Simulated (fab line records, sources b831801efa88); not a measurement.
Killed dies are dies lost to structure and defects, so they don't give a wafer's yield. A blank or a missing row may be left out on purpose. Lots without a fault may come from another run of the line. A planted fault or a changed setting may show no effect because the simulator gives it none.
Which tool did it? | flow sfq_line | 13 lots, 38 wafers sampled, at 2 steps of a route of 325

WHAT THE GAUGES READ, wafer by wafer
The record holds no reading of a measuring or inspecting step that can be judged against a usual standard deviation.

WHICH TOOL RAN EACH LOT (tool, then ch and the chambers of the sampled wafers, then the start)
lot  | SFQ_TRILAYER_L0_VIA_LITHO_EXPOSE_014 | SFQ_TRILAYER_I0_METRO_MEASURE_029
L892 | krf_scanner-02 ch 0, day 6 19:44     | film_metro-02, day 10 21:52
L893 | krf_scanner-02 ch 0, day 7 07:56     | film_metro-04, day 11 11:41
L895 | krf_scanner-01 ch 0, day 8 04:43     | film_metro-01, day 12 15:45
L896 | krf_scanner-01 ch 0, day 8 15:45     | film_metro-04, day 13 00:35
L897 | krf_scanner-01 ch 0, day 8 20:33     | film_metro-01, day 13 10:35
L899 | krf_scanner-01 ch 0, day 9 03:45     | film_metro-04, day 13 23:11
L900 | krf_scanner-01 ch 0, day 9 07:21     | film_metro-01, day 14 09:43
L902 | krf_scanner-02 ch 0, day 9 16:21     | film_metro-04, day 14 19:31
L903 | krf_scanner-02 ch 0, day 9 22:21     | film_metro-01, day 15 11:08
L912 | krf_scanner-01 ch 0, day 13 19:54    | film_metro-02, day 19 23:02
L913 | krf_scanner-02 ch 0, day 14 07:37    | film_metro-04, day 20 13:23
L914 | krf_scanner-02 ch 0, day 14 12:37    | film_metro-02, day 20 18:57
L915 | krf_scanner-02 ch 0, day 14 19:49    | film_metro-02, day 21 02:11
- SFQ_TRILAYER_L0_VIA_LITHO_EXPOSE_014: exposes mask L0V, target cd 700 nm.
- SFQ_TRILAYER_I0_METRO_MEASURE_029

WHAT THE TOOLS THEMSELVES READ (means of the sampled wafers that have a number; where no wafer has one, the mark that the record gives instead)
SFQ_TRILAYER_L0_VIA_LITHO_EXPOSE_014.
lot  | tool           | reticle_temp_C (C)
L892 | krf_scanner-02 | 23.05
L893 | krf_scanner-02 | 22.91
L895 | krf_scanner-01 | 23.11
L896 | krf_scanner-01 | 23.04
L897 | krf_scanner-01 | 23.13
L899 | krf_scanner-01 | 22.93
L900 | krf_scanner-01 | 23.04
L902 | krf_scanner-02 | 23.24
L903 | krf_scanner-02 | 22.89
L912 | krf_scanner-01 | 22.93
L913 | krf_scanner-02 | 22.96
L914 | krf_scanner-02 | 23.08
L915 | krf_scanner-02 | 23.11

SFQ_TRILAYER_I0_METRO_MEASURE_029.
lot  | tool          | thk_nm (nm)
L892 | film_metro-02 | 200.6
L893 | film_metro-04 | 199.2
L895 | film_metro-01 | 199.3
L896 | film_metro-04 | 198.7
L897 | film_metro-01 | 199.8
L899 | film_metro-04 | 200.5
L900 | film_metro-01 | 201.1
L902 | film_metro-04 | 199.3
L903 | film_metro-01 | 201.5
L912 | film_metro-02 | 200.2
L913 | film_metro-04 | 199.5
L914 | film_metro-02 | 200.9
L915 | film_metro-02 | 199.9

THE ANSWER, worked out from the rows above alone
Rule: what is usual is taken from the lots themselves. Put in order of their means at a reading, lots are off if they are a third of the lots or fewer, leave a main group of 4 or more, and stand apart from it by a gap of 3 or more times the standard deviation of the main group's means; of several such gaps the widest counts. A main group whose means are all the same, to the digits that the tables above print for the reading, isn't used. A lot without any number at a reading at which 4 lots or more have one is off too. The other lots that the step has rows for count as sound. The gauges are gone through in route order, then the tools' own readings, and for those a lot's mean is taken as printed above. The first step at which some lot is off is used, and at that step the reading that is off furthest; a lot without a number counts as furthest.
No lot is off at any reading shown: from this, nothing can be told.

WHAT THE SIMULATOR HAD PUT IN
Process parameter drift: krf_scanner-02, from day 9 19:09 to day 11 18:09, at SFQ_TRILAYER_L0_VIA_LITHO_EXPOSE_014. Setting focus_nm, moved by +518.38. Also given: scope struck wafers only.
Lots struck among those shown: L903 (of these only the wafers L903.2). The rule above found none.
